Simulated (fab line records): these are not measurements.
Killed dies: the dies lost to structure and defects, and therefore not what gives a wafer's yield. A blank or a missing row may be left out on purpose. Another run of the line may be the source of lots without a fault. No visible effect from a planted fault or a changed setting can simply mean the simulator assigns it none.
Split-lot study ; flow gf180mcu ; on a route of 602 steps: 5 lots, 23 wafers read

## THE SPLIT ITSELF
At GF_M1_EXPOSE_11 (exposes mask Metal1, target cd 230 nm), the setting doseMj was moved away from the recipe's 28 on 10 of the 23 wafers read, by -7.2% to +7.3%. The other wafers ran this setting at the recipe's value.

## FROM THE SPLIT TO THE READING: what the file shows between them, 2 steps
- GF_M1_PEB_12: peb time 90 s
- GF_M1_DEVELOP_13: develop time 60 s

## THE READING
Shown in nm: cdNm at GF_M1_CD_MEAS_14, with target cd 230 nm. On this fab line, fault-free wafers typically give 229.9 nm with a standard deviation of 1 nm.

wafer;tool, chamber at the split;doseMj as run;against the recipe;cdNm, nm;against lot-mates on the recipe
L077.1;krfScanner-01, 0;30.04;+7.3%;219.9;-10.5
L077.2;krfScanner-01, 0;28;recipe;230.7;-
L077.4;krfScanner-01, 0;30.04;+7.3%;220.0;-10.4
L077.5;krfScanner-01, 0;30.04;+7.3%;220.1;-10.3
L077.6;krfScanner-01, 0;28;recipe;230.1;-
L079.1;krfScanner-01, 0;25.98;-7.2%;240.4;+10.8
L079.2;krfScanner-01, 0;25.98;-7.2%;240.0;+10.4
L079.3;krfScanner-01, 0;28;recipe;229.3;-
L079.4;krfScanner-01, 0;28;recipe;229.9;-
L079.5;krfScanner-01, 0;25.98;-7.2%;240.3;+10.7
L080.2;krfScanner-01, 0;28.79;+2.8%;225.4;-5.0
L080.3;krfScanner-01, 0;28;recipe;230.3;-
L080.4;krfScanner-01, 0;28;recipe;230.9;-
L080.5;krfScanner-01, 0;28.79;+2.8%;225.3;-5.1
L080.6;krfScanner-01, 0;28;recipe;230.1;-
L081.1;krfScanner-02, 0;26.84;-4.1%;235.9;+5.9
L081.2;krfScanner-02, 0;28;recipe;230.8;-
L081.3;krfScanner-02, 0;28;recipe;229.7;-
L081.4;krfScanner-02, 0;26.84;-4.1%;236.0;+6.0
L081.5;krfScanner-02, 0;28;recipe;229.4;-
L082.2;krfScanner-01, 0;28;recipe;229.4;-
L082.5;krfScanner-01, 0;28;recipe;229.4;-
L082.6;krfScanner-01, 0;28;recipe;228.4;-

THE FIT
A straight line over all 23 wafers: cdNm changes by -1.41 nm for each +1% of doseMj; r = -0.99; the points scatter about the line by 0.59 nm.
The same after taking each lot's own level away (the mean of its wafers on the recipe; 23 wafers): -1.47 nm for each +1%; r = -1.00; scatter 0.47 nm.
The reading moves by 11 nm for the largest change in doseMj, on that fit.
Across the lots, their own levels run from 229.07 to 230.43 nm, a range of 1.4 times the standard deviation given above.
Hence the lot-to-lot level has little effect on the slope; both slopes agree.
Check: for one of the wafers moved furthest among these (+7.3%), held out of the fit, the line's prediction against its lot-mates is -10.8 nm. Against them it came out at -10.5 nm.

## THE OTHER SPLITS THESE WAFERS WENT THROUGH
Note: prior to the reading, these wafers also went through further splits. Each is held against what the fit with the lots' levels taken away leaves over:
other split on the same wafers;wafers away from the commonest value;r with cdNm (lot level and that fit taken away)
GF_CONTACT_CVD_24 tempC;8;+0.04
GF_M1_SPUTTER_04 timeS;6;-0.06

## FILE'S OWN FIT
cdNm changes by -1.47 nm for each +1% of doseMj, r = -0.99.
